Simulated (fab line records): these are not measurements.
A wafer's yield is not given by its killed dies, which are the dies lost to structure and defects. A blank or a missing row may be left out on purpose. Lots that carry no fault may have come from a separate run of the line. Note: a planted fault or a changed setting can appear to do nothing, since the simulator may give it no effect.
fab line records / flow sky130
record lots=7 wafers=21 lastDay=49
route steps=708 shown SONOS_ONO@168 PAD_OPEN@708
lots that met no fault: from a run of the same line without faults
startH: hours from the record's first day to the start of the lot's first wafer shown / waitH: time in hours since the lot's previous step / " the same as in the row above / L1.1+2: one row covering several wafers at once / - value missing, or start not given / * or withheld: withheld / < > ~ a bound
route shown NAME@n: NAME is a module with steps in the file, n the number in the route of the first one / usual: mean and standard deviation over wafers with no fault / same: alike in all rows / chamber/n: place in a boat / sites: the reading at each site / _std_site: how widely they spread, as a standard deviation / _edge_site: outer sites' mean less inner sites' / radiusMm: for every site, how far away it sits from the centre of the wafer / mask NAME#n: copy n / behind: the tool/chamber that last shaped the wafer / hold: why the lot was held/for how many hours/how that ended / device: whichever transistor did not switch (one of n, p or np) / end of line: the tests these same wafers got at the end of their route / a step with no rows: only its recipe / killed: at the first sort, the dies lost to defects and structure; wafer yield is something else / map: a wafer's dies, marking killed ones x, the rest . and places with no die _
set.NAME: setting as actually run; set.NAME@STEP: the setting as run at that earlier step / model.NAME: the simulator's own value behind a step, which no gauge read
lots seen at some steps along the route; tables by step, rows by wafer
## steps
# step SKY_SONOS_ONO_OXIDATION_00
# recipe tempC=800 ambient=O2 idleTempC=700 rampUpCPerMin=10 rampDownCPerMin=3 stabiliseS=600 purgeS=300 targetThkA=26 oxTimeS=1249
# step SKY_SONOS_ONO_THK_MEAS_01
# recipe reads=SiO2_of_SONOS_ONO_OXIDATION_00
# usual SONOS_ONO_OXIDATION_THK=2.60/0.054
lot.wafer=L558.2 tool=filmMetro-03 chamber=- startH=247.74 waitH=0.0 SONOS_ONO_OXIDATION_THK[nm]=2.56
lot.wafer=L558.3 tool=filmMetro-03 chamber=- startH=247.74 waitH=0.0 SONOS_ONO_OXIDATION_THK[nm]=2.61
lot.wafer=L558.4 tool=filmMetro-03 chamber=- startH=247.74 waitH=0.0 SONOS_ONO_OXIDATION_THK[nm]=2.60
lot.wafer=L563.3 tool=filmMetro-03 chamber=- startH=290.71 waitH=0.0 SONOS_ONO_OXIDATION_THK[nm]=2.59
lot.wafer=L563.4 tool=filmMetro-03 chamber=- startH=290.71 waitH=0.0 SONOS_ONO_OXIDATION_THK[nm]=2.66
lot.wafer=L563.5 tool=filmMetro-03 chamber=- startH=290.71 waitH=0.0 SONOS_ONO_OXIDATION_THK[nm]=2.63
lot.wafer=L565.2 tool=filmMetro-03 chamber=- startH=305.39 waitH=0.0 SONOS_ONO_OXIDATION_THK[nm]=2.73
lot.wafer=L565.5 tool=filmMetro-03 chamber=- startH=305.39 waitH=0.0 SONOS_ONO_OXIDATION_THK[nm]=2.76
lot.wafer=L565.6 tool=filmMetro-03 chamber=- startH=305.39 waitH=0.0 SONOS_ONO_OXIDATION_THK[nm]=2.70
lot.wafer=L566.2 tool=filmMetro-02 chamber=- startH=311.38 waitH=0.0 SONOS_ONO_OXIDATION_THK[nm]=2.70
lot.wafer=L566.3 tool=filmMetro-02 chamber=- startH=311.38 waitH=0.0 SONOS_ONO_OXIDATION_THK[nm]=2.57
lot.wafer=L566.6 tool=filmMetro-02 chamber=- startH=311.38 waitH=0.0 SONOS_ONO_OXIDATION_THK[nm]=2.62
lot.wafer=L570.2 tool=filmMetro-02 chamber=- startH=355.17 waitH=0.0 SONOS_ONO_OXIDATION_THK[nm]=2.57
lot.wafer=L570.5 tool=filmMetro-02 chamber=- startH=355.17 waitH=0.0 SONOS_ONO_OXIDATION_THK[nm]=2.62
lot.wafer=L570.6 tool=filmMetro-02 chamber=- startH=355.17 waitH=0.0 SONOS_ONO_OXIDATION_THK[nm]=2.65
lot.wafer=L572.1 tool=filmMetro-03 chamber=- startH=363.80 waitH=0.0 SONOS_ONO_OXIDATION_THK[nm]=2.52
lot.wafer=L572.2 tool=filmMetro-03 chamber=- startH=363.80 waitH=0.0 SONOS_ONO_OXIDATION_THK[nm]=2.55
lot.wafer=L572.5 tool=filmMetro-03 chamber=- startH=363.80 waitH=0.0 SONOS_ONO_OXIDATION_THK[nm]=2.62
lot.wafer=L573.3 tool=filmMetro-02 chamber=- startH=369.81 waitH=0.0 SONOS_ONO_OXIDATION_THK[nm]=2.63
lot.wafer=L573.4 tool=filmMetro-02 chamber=- startH=369.81 waitH=0.0 SONOS_ONO_OXIDATION_THK[nm]=2.62
lot.wafer=L573.6 tool=filmMetro-02 chamber=- startH=369.81 waitH=0.0 SONOS_ONO_OXIDATION_THK[nm]=2.59
# step SKY_SONOS_ONO_CVD_02
# recipe material=Si3N4 precursor=DCS/NH3 targetThkNm=10.5 tempC=770 timeS=180 pressureMtorr=250
# step SKY_SONOS_ONO_THK_MEAS_03
# recipe reads=Si3N4_of_SONOS_ONO_CVD_02
# usual SONOS_ONO_CVD_02_THK=10.46/0.16
lot.wafer=L558.2 tool=filmMetro-03 chamber=- startH=249.54 waitH=0.0 SONOS_ONO_CVD_02_THK[nm]=10.28
lot.wafer=L558.3 tool=filmMetro-03 chamber=- startH=249.54 waitH=0.0 SONOS_ONO_CVD_02_THK[nm]=10.27
lot.wafer=L558.4 tool=filmMetro-03 chamber=- startH=249.54 waitH=0.0 SONOS_ONO_CVD_02_THK[nm]=10.23
lot.wafer=L563.3 tool=filmMetro-03 chamber=- startH=292.26 waitH=0.0 SONOS_ONO_CVD_02_THK[nm]=10.47
lot.wafer=L563.4 tool=filmMetro-03 chamber=- startH=292.26 waitH=0.0 SONOS_ONO_CVD_02_THK[nm]=10.26
lot.wafer=L563.5 tool=filmMetro-03 chamber=- startH=292.26 waitH=0.0 SONOS_ONO_CVD_02_THK[nm]=10.26
lot.wafer=L565.2 tool=filmMetro-01 chamber=- startH=308.67 waitH=0.0 SONOS_ONO_CVD_02_THK[nm]=10.50
lot.wafer=L565.5 tool=filmMetro-01 chamber=- startH=308.67 waitH=0.0 SONOS_ONO_CVD_02_THK[nm]=10.68
lot.wafer=L565.6 tool=filmMetro-01 chamber=- startH=308.67 waitH=0.0 SONOS_ONO_CVD_02_THK[nm]=10.44
lot.wafer=L566.2 tool=filmMetro-01 chamber=- startH=312.49 waitH=0.0 SONOS_ONO_CVD_02_THK[nm]=10.52
lot.wafer=L566.3 tool=filmMetro-01 chamber=- startH=312.49 waitH=0.0 SONOS_ONO_CVD_02_THK[nm]=10.48
lot.wafer=L566.6 tool=filmMetro-01 chamber=- startH=312.49 waitH=0.0 SONOS_ONO_CVD_02_THK[nm]=10.50
lot.wafer=L572.1 tool=filmMetro-03 chamber=- startH=384.31 waitH=0.0 SONOS_ONO_CVD_02_THK[nm]=10.65
lot.wafer=L572.2 tool=filmMetro-03 chamber=- startH=384.31 waitH=0.0 SONOS_ONO_CVD_02_THK[nm]=10.74
lot.wafer=L572.5 tool=filmMetro-03 chamber=- startH=384.31 waitH=0.0 SONOS_ONO_CVD_02_THK[nm]=10.68
lot.wafer=L570.2 tool=filmMetro-02 chamber=- startH=384.32 waitH=0.0 SONOS_ONO_CVD_02_THK[nm]=10.56
lot.wafer=L570.5 tool=filmMetro-02 chamber=- startH=384.32 waitH=0.0 SONOS_ONO_CVD_02_THK[nm]=10.77
lot.wafer=L570.6 tool=filmMetro-02 chamber=- startH=384.32 waitH=0.0 SONOS_ONO_CVD_02_THK[nm]=10.68
lot.wafer=L573.3 tool=filmMetro-02 chamber=- startH=384.39 waitH=0.1 SONOS_ONO_CVD_02_THK[nm]=10.31
lot.wafer=L573.4 tool=filmMetro-02 chamber=- startH=384.39 waitH=0.1 SONOS_ONO_CVD_02_THK[nm]=10.12
lot.wafer=L573.6 tool=filmMetro-02 chamber=- startH=384.39 waitH=0.1 SONOS_ONO_CVD_02_THK[nm]=10.24
# step SKY_SONOS_ONO_CVD_04
# recipe material=SiO2 precursor=SiH4/N2O targetThkNm=5.7199 tempC=900 pressureMtorr=400
# step SKY_SONOS_ONO_THK_MEAS_05
# recipe reads=SiO2_of_SONOS_ONO_CVD_04
# usual SONOS_ONO_CVD_04_THK=5.79/0.1
lot.wafer=L558.2 tool=filmMetro-02 chamber=- startH=250.85 waitH=0.0 SONOS_ONO_CVD_04_THK[nm]=5.87
lot.wafer=L558.3 tool=filmMetro-02 chamber=- startH=250.85 waitH=0.0 SONOS_ONO_CVD_04_THK[nm]=5.99
lot.wafer=L558.4 tool=filmMetro-02 chamber=- startH=250.85 waitH=0.0 SONOS_ONO_CVD_04_THK[nm]=5.78
lot.wafer=L563.3 tool=filmMetro-03 chamber=- startH=378.33 waitH=0.0 SONOS_ONO_CVD_04_THK[nm]=5.85
lot.wafer=L563.4 tool=filmMetro-03 chamber=- startH=378.33 waitH=0.0 SONOS_ONO_CVD_04_THK[nm]=5.87
lot.wafer=L563.5 tool=filmMetro-03 chamber=- startH=378.33 waitH=0.0 SONOS_ONO_CVD_04_THK[nm]=5.84
lot.wafer=L565.2 tool=filmMetro-02 chamber=- startH=378.38 waitH=0.1 SONOS_ONO_CVD_04_THK[nm]=5.97
lot.wafer=L565.5 tool=filmMetro-02 chamber=- startH=378.38 waitH=0.1 SONOS_ONO_CVD_04_THK[nm]=6.01
lot.wafer=L565.6 tool=filmMetro-02 chamber=- startH=378.38 waitH=0.1 SONOS_ONO_CVD_04_THK[nm]=6.08
lot.wafer=L566.2 tool=filmMetro-03 chamber=- startH=378.38 waitH=0.1 SONOS_ONO_CVD_04_THK[nm]=5.76
lot.wafer=L566.3 tool=filmMetro-03 chamber=- startH=378.38 waitH=0.1 SONOS_ONO_CVD_04_THK[nm]=5.73
lot.wafer=L566.6 tool=filmMetro-03 chamber=- startH=378.38 waitH=0.1 SONOS_ONO_CVD_04_THK[nm]=5.86
lot.wafer=L570.2 tool=filmMetro-03 chamber=- startH=385.63 waitH=0.0 SONOS_ONO_CVD_04_THK[nm]=5.82
lot.wafer=L570.5 tool=filmMetro-03 chamber=- startH=385.63 waitH=0.0 SONOS_ONO_CVD_04_THK[nm]=5.92
lot.wafer=L570.6 tool=filmMetro-03 chamber=- startH=385.63 waitH=0.0 SONOS_ONO_CVD_04_THK[nm]=5.83
lot.wafer=L572.1 tool=filmMetro-02 chamber=- startH=385.64 waitH=0.0 SONOS_ONO_CVD_04_THK[nm]=5.82
lot.wafer=L572.2 tool=filmMetro-02 chamber=- startH=385.64 waitH=0.0 SONOS_ONO_CVD_04_THK[nm]=5.76
lot.wafer=L572.5 tool=filmMetro-02 chamber=- startH=385.64 waitH=0.0 SONOS_ONO_CVD_04_THK[nm]=5.80
lot.wafer=L573.3 tool=filmMetro-03 chamber=- startH=386.89 waitH=0.0 SONOS_ONO_CVD_04_THK[nm]=5.76
lot.wafer=L573.4 tool=filmMetro-03 chamber=- startH=386.89 waitH=0.0 SONOS_ONO_CVD_04_THK[nm]=5.87
lot.wafer=L573.6 tool=filmMetro-03 chamber=- startH=386.89 waitH=0.0 SONOS_ONO_CVD_04_THK[nm]=5.61
# step SKY_SONOS_ONO_DEHYDRATE_06
# recipe tempC=200 timeS=60
# step SKY_SONOS_ONO_HMDS_07
# recipe primeTimeS=60 primeTempC=120
# step SKY_SONOS_ONO_COAT_08
# recipe resist=NOVOLAK spinRpm=3000 resistThkNm=1140
# step SKY_SONOS_ONO_SOFTBAKE_09
# recipe tempC=90 timeS=60 resist=NOVOLAK
# step SKY_SONOS_ONO_EXPOSE_10
# recipe maskId=ONOM targetCdNm=410 na=0.6 sourceShape=conventional sigmaOuter=0.6 doseMj=150
# step SKY_SONOS_ONO_PEB_11
# recipe tempC=withheld timeS=* resist=NOVOLAK
# step SKY_SONOS_ONO_DEVELOP_12
# recipe developTimeS=60 devTempC=23
# usual chillPlateTempC=23.00/0.095 developerTempC=23.00/0.11
lot.wafer=L558.2 tool=lithoTrack-04 chamber=0 startH=274.22 waitH=0.1 chillPlateTempC=23.09 developerTempC=23.00
lot.wafer=L558.3 tool=lithoTrack-04 chamber=0 startH=274.22 waitH=0.1 chillPlateTempC=22.98 developerTempC=22.88
lot.wafer=L558.4 tool=lithoTrack-04 chamber=0 startH=274.22 waitH=0.1 chillPlateTempC=23.03 developerTempC=22.93
lot.wafer=L563.3 tool=lithoTrack-04 chamber=0 startH=405.95 waitH=0.1 chillPlateTempC=22.88 developerTempC=23.74
lot.wafer=L563.4 tool=lithoTrack-04 chamber=0 startH=405.95 waitH=0.1 chillPlateTempC=23.15 developerTempC=23.83
lot.wafer=L563.5 tool=lithoTrack-04 chamber=0 startH=405.95 waitH=0.1 chillPlateTempC=23.09 developerTempC=23.90
lot.wafer=L565.2 tool=lithoTrack-04 chamber=0 startH=406.87 waitH=0.1 chillPlateTempC=22.99 developerTempC=23.89
lot.wafer=L565.5 tool=lithoTrack-04 chamber=0 startH=406.87 waitH=0.1 chillPlateTempC=22.96 developerTempC=23.80
lot.wafer=L565.6 tool=lithoTrack-04 chamber=0 startH=406.87 waitH=0.1 chillPlateTempC=23.02 developerTempC=23.82
lot.wafer=L566.2 tool=lithoTrack-02 chamber=0 startH=407.02 waitH=0.1 chillPlateTempC=23.10 developerTempC=23.05
lot.wafer=L566.3 tool=lithoTrack-02 chamber=0 startH=407.02 waitH=0.1 chillPlateTempC=23.01 developerTempC=23.02
lot.wafer=L566.6 tool=lithoTrack-02 chamber=0 startH=407.02 waitH=0.1 chillPlateTempC=22.96 developerTempC=23.01
lot.wafer=L570.2 tool=lithoTrack-04 chamber=0 startH=414.52 waitH=0.1 chillPlateTempC=22.96 developerTempC=23.96
lot.wafer=L570.5 tool=lithoTrack-04 chamber=0 startH=414.52 waitH=0.1 chillPlateTempC=22.72 developerTempC=24.01
lot.wafer=L570.6 tool=lithoTrack-04 chamber=0 startH=414.52 waitH=0.1 chillPlateTempC=22.87 developerTempC=23.90
lot.wafer=L572.1 tool=lithoTrack-02 chamber=0 startH=414.74 waitH=0.1 chillPlateTempC=22.95 developerTempC=22.96
lot.wafer=L572.2 tool=lithoTrack-02 chamber=0 startH=414.74 waitH=0.1 chillPlateTempC=22.99 developerTempC=23.03
lot.wafer=L572.5 tool=lithoTrack-02 chamber=0 startH=414.74 waitH=0.1 chillPlateTempC=22.81 developerTempC=23.10
lot.wafer=L573.3 tool=lithoTrack-02 chamber=0 startH=416.24 waitH=0.1 chillPlateTempC=22.99 developerTempC=23.29
lot.wafer=L573.4 tool=lithoTrack-02 chamber=0 startH=416.24 waitH=0.1 chillPlateTempC=22.91 developerTempC=23.10
lot.wafer=L573.6 tool=lithoTrack-02 chamber=0 startH=416.24 waitH=0.1 chillPlateTempC=23.03 developerTempC=23.24
# step SKY_SONOS_ONO_CD_MEAS_13
# recipe targetCdNm=410
# usual cdNm=409.6/2.2
lot.wafer=L558.2 tool=cdSem-02 chamber=- startH=274.37 waitH=0.1 cdNm=410.9
lot.wafer=L558.3 tool=cdSem-02 chamber=- startH=274.37 waitH=0.1 cdNm=413.5
lot.wafer=L558.4 tool=cdSem-02 chamber=- startH=274.37 waitH=0.1 cdNm=409.8
lot.wafer=L563.3 tool=cdSem-02 chamber=- startH=406.09 waitH=0.1 cdNm=413.0
lot.wafer=L563.4 tool=cdSem-02 chamber=- startH=406.09 waitH=0.1 cdNm=412.1
lot.wafer=L563.5 tool=cdSem-02 chamber=- startH=406.09 waitH=0.1 cdNm=409.5
lot.wafer=L565.2 tool=cdSem-02 chamber=- startH=407.02 waitH=0.1 cdNm=408.1
lot.wafer=L565.5 tool=cdSem-02 chamber=- startH=407.02 waitH=0.1 cdNm=408.8
lot.wafer=L565.6 tool=cdSem-02 chamber=- startH=407.02 waitH=0.1 cdNm=411.5
lot.wafer=L566.2 tool=cdSem-01 chamber=- startH=407.16 waitH=0.1 cdNm=410.9
lot.wafer=L566.3 tool=cdSem-01 chamber=- startH=407.16 waitH=0.1 cdNm=409.3
lot.wafer=L566.6 tool=cdSem-01 chamber=- startH=407.16 waitH=0.1 cdNm=411.4
lot.wafer=L570.2 tool=cdSem-01 chamber=- startH=414.67 waitH=0.1 cdNm=412.2
lot.wafer=L570.5 tool=cdSem-01 chamber=- startH=414.67 waitH=0.1 cdNm=411.4
lot.wafer=L570.6 tool=cdSem-01 chamber=- startH=414.67 waitH=0.1 cdNm=414.6
lot.wafer=L572.1 tool=cdSem-01 chamber=- startH=414.89 waitH=0.1 cdNm=411.7
lot.wafer=L572.2 tool=cdSem-01 chamber=- startH=414.89 waitH=0.1 cdNm=412.2
lot.wafer=L572.5 tool=cdSem-01 chamber=- startH=414.89 waitH=0.1 cdNm=412.1
lot.wafer=L573.3 tool=cdSem-01 chamber=- startH=416.38 waitH=0.1 cdNm=406.9
lot.wafer=L573.4 tool=cdSem-01 chamber=- startH=416.38 waitH=0.1 cdNm=403.2
lot.wafer=L573.6 tool=cdSem-01 chamber=- startH=416.38 waitH=0.1 cdNm=407.7
# step SKY_PAD_OPEN_PROBE_99
# usual killed_at_M0_to_M3=42/7.3 killed_at_M4_up=3.4/2 killedAtContacts=24/5.8 killedAtFrontEnd=15/4.6 killedAtOther=0.3/0.62 killedDies=84/9.8 killedOnRim=16/3.8 killedOpen=47/6.9 killedShort=38/6.3
# same grossDies=492 killedAtBackSide=0
lot.wafer=L558.2 tool=prober-01 chamber=- startH=1067.81 waitH=0.1 killed_at_M0_to_M3=39 killed_at_M4_up=4 killedAtContacts=22 killedAtFrontEnd=18 killedAtOther=0 killedDies=83 killedOnRim=15 killedOpen=39 killedShort=44
lot.wafer=L558.3 tool=prober-01 chamber=- startH=1067.86 waitH=0.2 killed_at_M0_to_M3=35 killed_at_M4_up=0 killedAtContacts=34 killedAtFrontEnd=12 killedAtOther=0 killedDies=81 killedOnRim=14 killedOpen=41 killedShort=40
lot.wafer=L558.4 tool=prober-01 chamber=- startH=1067.91 waitH=0.2 killed_at_M0_to_M3=41 killed_at_M4_up=6 killedAtContacts=19 killedAtFrontEnd=16 killedAtOther=1 killedDies=83 killedOnRim=11 killedOpen=47 killedShort=36
lot.wafer=L563.3 tool=prober-02 chamber=- startH=1166.80 waitH=0.2 killed_at_M0_to_M3=34 killed_at_M4_up=4 killedAtContacts=27 killedAtFrontEnd=15 killedAtOther=0 killedDies=80 killedOnRim=14 killedOpen=40 killedShort=40
lot.wafer=L563.4 tool=prober-02 chamber=- startH=1166.85 waitH=0.2 killed_at_M0_to_M3=45 killed_at_M4_up=6 killedAtContacts=28 killedAtFrontEnd=15 killedAtOther=0 killedDies=94 killedOnRim=23 killedOpen=49 killedShort=45
lot.wafer=L563.5 tool=prober-02 chamber=- startH=1166.90 waitH=0.2 killed_at_M0_to_M3=37 killed_at_M4_up=9 killedAtContacts=29 killedAtFrontEnd=22 killedAtOther=1 killedDies=98 killedOnRim=21 killedOpen=53 killedShort=45
lot.wafer=L565.2 tool=prober-02 chamber=- startH=1168.25 waitH=0.1 killed_at_M0_to_M3=42 killed_at_M4_up=2 killedAtContacts=13 killedAtFrontEnd=22 killedAtOther=0 killedDies=79 killedOnRim=16 killedOpen=52 killedShort=27
lot.wafer=L565.5 tool=prober-02 chamber=- startH=1168.40 waitH=0.2 killed_at_M0_to_M3=46 killed_at_M4_up=2 killedAtContacts=17 killedAtFrontEnd=23 killedAtOther=0 killedDies=88 killedOnRim=22 killedOpen=48 killedShort=40
lot.wafer=L565.6 tool=prober-02 chamber=- startH=1168.45 waitH=0.2 killed_at_M0_to_M3=24 killed_at_M4_up=2 killedAtContacts=29 killedAtFrontEnd=16 killedAtOther=1 killedDies=72 killedOnRim=8 killedOpen=37 killedShort=35
lot.wafer=L566.2 tool=prober-02 chamber=- startH=1169.75 waitH=0.1 killed_at_M0_to_M3=26 killed_at_M4_up=2 killedAtContacts=22 killedAtFrontEnd=13 killedAtOther=0 killedDies=63 killedOnRim=9 killedOpen=36 killedShort=27
lot.wafer=L566.3 tool=prober-02 chamber=- startH=1169.80 waitH=0.2 killed_at_M0_to_M3=39 killed_at_M4_up=4 killedAtContacts=31 killedAtFrontEnd=12 killedAtOther=0 killedDies=86 killedOnRim=19 killedOpen=44 killedShort=42
lot.wafer=L566.6 tool=prober-02 chamber=- startH=1169.95 waitH=0.2 killed_at_M0_to_M3=49 killed_at_M4_up=1 killedAtContacts=27 killedAtFrontEnd=10 killedAtOther=0 killedDies=87 killedOnRim=18 killedOpen=58 killedShort=29
lot.wafer=L570.2 tool=prober-01 chamber=- startH=1170.42 waitH=0.1 killed_at_M0_to_M3=43 killed_at_M4_up=2 killedAtContacts=26 killedAtFrontEnd=17 killedAtOther=0 killedDies=88 killedOnRim=14 killedOpen=50 killedShort=38
lot.wafer=L570.5 tool=prober-01 chamber=- startH=1170.57 waitH=0.2 killed_at_M0_to_M3=38 killed_at_M4_up=3 killedAtContacts=30 killedAtFrontEnd=21 killedAtOther=1 killedDies=93 killedOnRim=16 killedOpen=50 killedShort=43
lot.wafer=L570.6 tool=prober-01 chamber=- startH=1170.62 waitH=0.2 killed_at_M0_to_M3=51 killed_at_M4_up=3 killedAtContacts=21 killedAtFrontEnd=22 killedAtOther=1 killedDies=98 killedOnRim=17 killedOpen=56 killedShort=42
lot.wafer=L572.1 tool=prober-02 chamber=- startH=1171.20 waitH=0.1 killed_at_M0_to_M3=55 killed_at_M4_up=1 killedAtContacts=18 killedAtFrontEnd=8 killedAtOther=0 killedDies=82 killedOnRim=18 killedOpen=40 killedShort=42
lot.wafer=L572.2 tool=prober-02 chamber=- startH=1171.25 waitH=0.1 killed_at_M0_to_M3=47 killed_at_M4_up=4 killedAtContacts=26 killedAtFrontEnd=11 killedAtOther=0 killedDies=88 killedOnRim=18 killedOpen=40 killedShort=48
lot.wafer=L572.5 tool=prober-02 chamber=- startH=1171.40 waitH=0.2 killed_at_M0_to_M3=49 killed_at_M4_up=4 killedAtContacts=30 killedAtFrontEnd=3 killedAtOther=0 killedDies=86 killedOnRim=19 killedOpen=46 killedShort=40
lot.wafer=L573.3 tool=prober-02 chamber=- startH=1176.01 waitH=0.2 killed_at_M0_to_M3=54 killed_at_M4_up=2 killedAtContacts=25 killedAtFrontEnd=9 killedAtOther=0 killedDies=90 killedOnRim=21 killedOpen=48 killedShort=42
lot.wafer=L573.4 tool=prober-02 chamber=- startH=1176.06 waitH=0.2 killed_at_M0_to_M3=52 killed_at_M4_up=2 killedAtContacts=28 killedAtFrontEnd=12 killedAtOther=0 killedDies=94 killedOnRim=23 killedOpen=49 killedShort=45
lot.wafer=L573.6 tool=prober-02 chamber=- startH=1176.16 waitH=0.2 killed_at_M0_to_M3=41 killed_at_M4_up=4 killedAtContacts=23 killedAtFrontEnd=20 killedAtOther=0 killedDies=88 killedOnRim=15 killedOpen=46 killedShort=42
# killed by level:class
L558.2 VIA1:geometricParticle:open=11 METAL1:geometricParticle:short=7 CONTACT:geometricParticle:open=6 LOCAL_INTERCONNECT:geometricParticle:short=5 POLY_GATE:geometricParticle:short=5 CONTACT:geometricParticle:short=5 VIA1:geometricParticle:short=5 METAL2:geometricParticle:short=5
L558.3 CONTACT:geometricParticle:open=9 LI_CONTACT:geometricParticle:open=8 CONTACT:geometricParticle:short=7 METAL2:geometricParticle:short=6 VIA2:geometricParticle:open=6 LOCAL_INTERCONNECT:geometricParticle:short=5 VIA3:geometricParticle:open=5 VIA1:geometricParticle:short=5
L558.4 VIA1:geometricParticle:open=10 CONTACT:geometricParticle:open=7 LI_CONTACT:geometricParticle:open=6 METAL1:geometricParticle:short=6 VIA2:geometricParticle:open=5 POLY_GATE:geometricParticle:short=5 VIA3:geometricParticle:open=5 POLY_GATE:geometricParticle:open=4
L563.3 VIA3:geometricParticle:open=7 LI_CONTACT:geometricParticle:open=6 VIA2:geometricParticle:open=6 LOCAL_INTERCONNECT:geometricParticle:short=6 POLY_GATE:geometricParticle:short=5 CONTACT:geometricParticle:short=5 CONTACT:geometricParticle:open=5 METAL1:geometricParticle:short=5
L563.4 LI_CONTACT:geometricParticle:open=11 METAL1:geometricParticle:short=9 CONTACT:geometricParticle:open=8 VIA2:geometricParticle:open=7 VIA3:geometricParticle:open=7 VIA1:geometricParticle:open=5 FIELD_ISO:geometricParticle:short=4 POLY_GATE:geometricParticle:short=4
L563.5 VIA1:geometricParticle:open=11 CONTACT:geometricParticle:short=8 POLY_GATE:geometricParticle:open=7 LI_CONTACT:geometricParticle:open=7 POLY_GATE:geometricParticle:short=6 CONTACT:geometricParticle:open=6 VIA2:geometricParticle:short=6 FIELD_ISO:geometricParticle:short=5
L565.2 VIA1:geometricParticle:open=19 VIA3:geometricParticle:open=7 FIELD_ISO:geometricParticle:short=5 SPACER:geometricParticle:open=5 CONTACT:geometricParticle:open=5 FIELD_ISO:geometricParticle:open=4 POLY_GATE:geometricParticle:open=4 METAL1:geometricParticle:short=4
L565.5 VIA1:geometricParticle:open=14 CONTACT:geometricParticle:open=7 FIELD_ISO:geometricParticle:open=6 VIA3:geometricParticle:open=6 VIA1:geometricParticle:short=6 METAL2:geometricParticle:short=5 VIA2:geometricParticle:short=5 POLY_GATE:geometricParticle:short=4
L565.6 CONTACT:geometricParticle:open=10 LI_CONTACT:geometricParticle:open=8 LOCAL_INTERCONNECT:geometricParticle:short=6 FIELD_ISO:geometricParticle:short=4 VIA1:geometricParticle:open=4 METAL1:geometricParticle:short=4 VIA1:geometricParticle:short=4 FIELD_ISO:geometricParticle:open=3
L566.2 VIA1:geometricParticle:open=9 POLY_GATE:geometricParticle:open=8 LOCAL_INTERCONNECT:geometricParticle:short=8 CONTACT:geometricParticle:open=7 VIA1:geometricParticle:short=4 VIA2:geometricParticle:open=4 LI_CONTACT:geometricParticle:short=3 METAL4:geometricParticle:short=2
L566.3 CONTACT:geometricParticle:open=11 METAL2:geometricParticle:short=8 VIA1:geometricParticle:open=8 VIA2:geometricParticle:open=8 LOCAL_INTERCONNECT:geometricParticle:short=7 LI_CONTACT:geometricParticle:open=6 METAL1:geometricParticle:short=5 VIA1:geometricParticle:short=5
L566.6 CONTACT:geometricParticle:open=14 VIA1:geometricParticle:open=13 VIA3:geometricParticle:open=8 POLY_GATE:geometricParticle:open=6 METAL2:geometricParticle:short=6 VIA2:geometricParticle:open=6 CONTACT:geometricParticle:short=5 LI_CONTACT:geometricParticle:open=4
L570.2 LI_CONTACT:geometricParticle:open=9 CONTACT:geometricParticle:open=8 VIA1:geometricParticle:open=8 VIA1:geometricParticle:short=8 VIA2:geometricParticle:open=8 FIELD_ISO:geometricParticle:short=6 VIA3:geometricParticle:open=5 FIELD_ISO:geometricParticle:open=4
L570.5 POLY_GATE:geometricParticle:short=8 VIA1:geometricParticle:open=8 POLY_GATE:geometricParticle:open=7 LI_CONTACT:geometricParticle:open=7 CONTACT:geometricParticle:short=7 CONTACT:geometricParticle:open=6 VIA1:geometricParticle:short=5 VIA2:geometricParticle:short=5
L570.6 VIA1:geometricParticle:open=12 VIA3:geometricParticle:open=11 POLY_GATE:geometricParticle:short=10 CONTACT:geometricParticle:open=8 METAL2:geometricParticle:short=7 VIA1:geometricParticle:short=5 FIELD_ISO:geometricParticle:open=4 LI_CONTACT:geometricParticle:open=4
L572.1 VIA1:geometricParticle:open=11 VIA3:geometricParticle:open=10 CONTACT:geometricParticle:open=9 METAL2:geometricParticle:short=7 VIA2:geometricParticle:short=7 METAL1:geometricParticle:short=5 VIA2:geometricParticle:open=5 VIA1:geometricParticle:short=5
L572.2 CONTACT:geometricParticle:short=8 METAL2:geometricParticle:short=6 VIA1:geometricParticle:short=6 VIA1:geometricParticle:open=6 VIA3:geometricParticle:open=6 LI_CONTACT:geometricParticle:open=5 CONTACT:geometricParticle:open=5 METAL1:geometricParticle:short=5
L572.5 VIA1:geometricParticle:open=12 CONTACT:geometricParticle:open=11 VIA2:geometricParticle:open=10 LOCAL_INTERCONNECT:geometricParticle:short=7 LI_CONTACT:geometricParticle:open=6 VIA3:geometricParticle:short=6 VIA1:geometricParticle:short=5 METAL1:geometricParticle:short=4
L573.3 VIA1:geometricParticle:open=14 CONTACT:geometricParticle:open=9 LI_CONTACT:geometricParticle:open=8 VIA2:geometricParticle:open=8 METAL1:geometricParticle:short=7 VIA1:geometricParticle:short=6 VIA3:geometricParticle:open=6 LOCAL_INTERCONNECT:geometricParticle:short=5
L573.4 VIA1:geometricParticle:open=14 CONTACT:geometricParticle:open=8 METAL2:geometricParticle:short=8 VIA1:geometricParticle:short=8 LI_CONTACT:geometricParticle:open=7 VIA2:geometricParticle:open=7 CONTACT:geometricParticle:short=6 LOCAL_INTERCONNECT:geometricParticle:short=5
L573.6 CONTACT:geometricParticle:open=9 VIA1:geometricParticle:open=9 VIA3:geometricParticle:open=9 VIA2:geometricParticle:open=7 POLY_GATE:geometricParticle:short=6 LI_CONTACT:geometricParticle:open=6 METAL1:geometricParticle:short=5 FIELD_ISO:geometricParticle:short=4
## key
firstSign step=SKY_SONOS_ONO_DEVELOP_12 reading=developerTempC direction=up sigmas=7.9 usual=* struck=*
effect none on later readings
metAt SKY_SONOS_ONO_DEVELOP_12
struckWafers L563.3,L563.4,L563.5,L565.2,L565.5,L565.6,L570.2,L570.5,L570.6
testerLeftOut L563,L565,L570
onsetBetween 274.22 405.95
fault kind=processParameterDrift tool=lithoTrack-04 chamber=- onsetH=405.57 steps=SKY_SONOS_ONO_DEVELOP_12 channel=devTempC offset=* shape=step endH=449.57 actsIn=* stated=*
# testerLeftOut: of these lots the tester's yield and bins aren't shown, on N5 and GAA mostly nor the transistor test; their killed dies are dies lost to structure and defects alone, not to doping, threshold or leakage, so they don't give the yield
